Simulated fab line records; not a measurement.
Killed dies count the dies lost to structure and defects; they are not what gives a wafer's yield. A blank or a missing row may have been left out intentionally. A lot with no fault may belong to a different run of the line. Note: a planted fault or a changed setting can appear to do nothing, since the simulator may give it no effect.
The tool behind it: which one? | flow gf180mcu | Sampling: 13 lots, 39 wafers, 3 of 602 route steps

== WHAT THE GAUGES READ, wafer by wafer ==
GF_NWELL_OVL_MEAS_07. Usual: NWELL_OVL 0.0 nm, standard deviation 1.6.
lot  | measured    | on         | NWELL_OVL (nm) | flag
L687 | day 3 07:15 | overlay-01 | 0.0 -0.4 -0.4  |
L688 | day 3 13:36 | overlay-02 | 2.3 1.8 0.0    |
L689 | day 3 17:00 | overlay-01 | 1.5 0.6 3.0    |
L690 | day 4 01:13 | overlay-01 | 1.6 -1.7 -0.5  |
L691 | day 4 06:42 | overlay-01 | 1.4 -0.3 1.0   |
L695 | day 5 02:22 | overlay-02 | 0.8 -1.5 -2.0  |
L698 | day 5 19:39 | overlay-02 | 1.3 2.2 2.5    |
L700 | day 6 06:28 | overlay-02 | -2.5 -2.7 -1.9 |
L705 | day 7 09:19 | overlay-01 | -1.5 -2.6 -0.1 |
L706 | day 7 16:01 | overlay-02 | -0.4 2.7 -0.1  |
L707 | day 7 19:28 | overlay-02 | -0.9 2.1 0.8   |
L708 | day 8 03:17 | overlay-02 | -2.0 -2.5 -1.6 |
L709 | day 8 08:25 | overlay-02 | -1.8 -0.6 -2.4 |

GF_MVSD_OVL_MEAS_07. Usual: MVSD_OVL -0.3 nm, standard deviation 1.3.
lot  | measured    | on         | MVSD_OVL (nm)  | flag
L687 | day 4 10:08 | overlay-01 | -0.9 -1.3 0.0  |
L688 | day 4 16:23 | overlay-01 | -0.6 -0.8 -1.4 |
L689 | day 4 20:36 | overlay-01 | -0.7 0.2 0.2   |
L690 | day 5 05:19 | overlay-02 | -0.5 1.2 0.2   |
L691 | day 5 11:15 | overlay-01 | -0.7 0.0 -0.5  |
L695 | day 6 07:40 | overlay-01 | 0.0 0.4 1.1    |
L698 | day 7 02:04 | overlay-01 | -2.9 0.4 0.9   |
L700 | day 7 13:16 | overlay-01 | 1.4 -0.8 0.9   |
L705 | day 8 17:28 | overlay-01 | 1.3 1.1 0.4    |
L706 | day 9 01:25 | overlay-02 | 2.8 2.6 4.3    |
L707 | day 9 05:39 | overlay-01 | 0.9 -1.9 1.3   |
L708 | day 9 13:46 | overlay-02 | -0.9 -0.7 -1.5 |
L709 | day 9 17:30 | overlay-02 | 0.1 0.9 -2.3   |

== EACH LOT AND THE TOOL THAT RAN IT (in order: tool; ch and the chambers of the sampled wafers; start) ==
lot  | GF_STI_ETCH_14
L687 | rie si-02 ch 0,3, day 2 01:25
L688 | rie si-02 ch 0,2,3, day 2 06:09
L689 | rie si-02 ch 0,3, day 2 11:49
L690 | rie si-02 ch 0,2,3, day 2 16:35
L691 | rie si-01 ch 0,1,2, day 2 22:46
L695 | rie si-02 ch 0,1, day 3 19:10
L698 | rie si-02 ch 1,2, day 4 10:41
L700 | rie si-01 ch 1,3, day 4 20:11
L705 | rie si-01 ch 0,1, day 5 22:33
L706 | rie si-01 ch 0,2,3, day 6 04:24
L707 | rie si-01 ch 0,1,3, day 6 08:13
L708 | rie si-02 ch 0,3, day 6 13:46
L709 | rie si-02 ch 0,2,3, day 6 19:17
- GF_STI_ETCH_14: etches Si in HBr/Cl2/O2, target depth 360 nm, time 102.9 s.

== WHAT THE TOOLS THEMSELVES READ (means of the sampled wafers that have a number; where no wafer has one, the mark that the record gives instead) ==
GF_STI_ETCH_14. Usual: drypump motor current A 5.7 A, standard deviation 0.56; oes product au 1.006 a.u., standard deviation 0.0098; run length s 131.3 s, standard deviation 0.44; throttle valve pct 25.653 %, standard deviation 0.011.
lot  | tool      | drypump motor current A (A) | oes product au (a.u.) | run length s (s) | throttle valve pct (%) | flag
L687 | rie si-02 | 6.1                         | 1.018                 | 131.3            | 25.644                 |
L688 | rie si-02 | 5.6                         | 1.011                 | 131.4            | 25.651                 |
L689 | rie si-02 | 6.2                         | 1.021                 | 131.3            | 25.642                 |
L690 | rie si-02 | 5.6                         | 1.010                 | 131.2            | 25.648                 |
L691 | rie si-01 | 5.7                         | 1.003                 | 131.0            | 25.650                 |
L695 | rie si-02 | 6.5                         | 1.017                 | 131.9            | 25.643                 |
L698 | rie si-02 | 5.5                         | 0.999                 | 131.4            | 25.652                 |
L700 | rie si-01 | 5.3                         | 1.007                 | 131.3            | 25.648                 |
L705 | rie si-01 | 5.4                         | 1.007                 | 130.7            | 25.649                 |
L706 | rie si-01 | 5.5                         | 1.002                 | 136.5            | 25.653                 | OFF
L707 | rie si-01 | 5.4                         | 1.013                 | 136.2            | 25.661                 | OFF
L708 | rie si-02 | 5.7                         | 1.014                 | 131.2            | 25.657                 |
L709 | rie si-02 | 5.6                         | 1.007                 | 131.5            | 25.651                 |

== THE ANSWER, worked out from the rows above alone ==
Rule: a lot is off if the mean of its wafers that have a number lies more than 3 standard deviations from the usual mean. Also off: a lot with no number at a reading for which 4 or more lots have one. Where the step has rows for the other lots, those lots are counted as sound. First the gauges in route order, then the tools' own readings, where a lot's mean is used as printed above. At the first step where some lot is off, the reading lying furthest off is the one used; lots without a number count as furthest.
Off: L706, L707, at GF_STI_ETCH_14 (run length s).
If a tool, at that step or one of the process steps before it, ran each lot that is off and ran no sound lot following the first of them, it fits. One fits: rie si-01 at GF_STI_ETCH_14. A fault onset in the window from L705 (day 5 22:33, its last sound lot) to L706 (day 6 04:24, its first lot off) fits.
On the lots that are off, the tool's own readings at GF_STI_ETCH_14 differ by more than 5 times the standard deviation of the sound lots' means, which bears it out; run length s reads 136.3 s there versus 131.3 s on the sound lots.

== WHAT THE SIMULATOR HAD PUT IN ==
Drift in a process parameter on rie si-01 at GF_STI_ETCH_14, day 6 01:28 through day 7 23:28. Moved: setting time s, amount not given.
Struck lots among those shown: L706, L707. The rule above found the same.
